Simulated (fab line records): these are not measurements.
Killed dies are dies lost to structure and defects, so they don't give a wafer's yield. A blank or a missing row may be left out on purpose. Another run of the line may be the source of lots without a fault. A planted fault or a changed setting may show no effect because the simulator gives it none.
The tool behind it: which one? | flow sky130 | route of 708 steps, sampled at 1 step: 11 lots, 33 wafers

WHAT THE GAUGES SHOWED, per wafer
SKY_LI_CONTACT_THK_MEAS_23: measures by xrf.
lot  | measured     | on           | LI_CONTACT_W_THK (nm)
L931 | day 30 06:04 | filmMetro-04 | 411 409 406
L932 | day 30 21:34 | filmMetro-04 | 403 408 398
L934 | day 31 21:50 | filmMetro-01 | 397 388 404
L935 | day 32 02:03 | filmMetro-02 | 412 408 396
L936 | day 32 09:45 | filmMetro-02 | 406 403 402
L942 | day 34 09:20 | filmMetro-04 | 389 402 394
L943 | day 34 20:03 | filmMetro-01 | 396 399 402
L947 | day 36 09:57 | filmMetro-04 | 395 406 394
L949 | day 36 19:53 | filmMetro-01 | 395 406 390
L948 | day 36 21:02 | filmMetro-04 | 392 386 389
L950 | day 37 03:23 | filmMetro-04 | 392 393 391

WHAT TOOL EACH LOT RAN ON (gives the tool, then ch and the chambers of the sampled wafers, and finally the start)
The record shows no process step preceding these readings.

THE ANSWER, worked out from the rows above alone
Rule: the usual values come from the lots themselves. Put in order of their means at a reading, lots are off if they are a third of the lots or fewer, leave a main group of 4 or more, and stand apart from it by a gap of 3 or more times the standard deviation of the main group's means; of several such gaps the widest counts. Not used: any main group whose means are identical at the precision the tables above print for the reading. Also off: a lot with no number at a reading for which 4 or more lots have one. Any other lot the step has rows for is counted as sound.
Across all readings shown, no lot is off: no conclusion can be drawn from this.

WHAT THE SIMULATOR HAD PUT IN
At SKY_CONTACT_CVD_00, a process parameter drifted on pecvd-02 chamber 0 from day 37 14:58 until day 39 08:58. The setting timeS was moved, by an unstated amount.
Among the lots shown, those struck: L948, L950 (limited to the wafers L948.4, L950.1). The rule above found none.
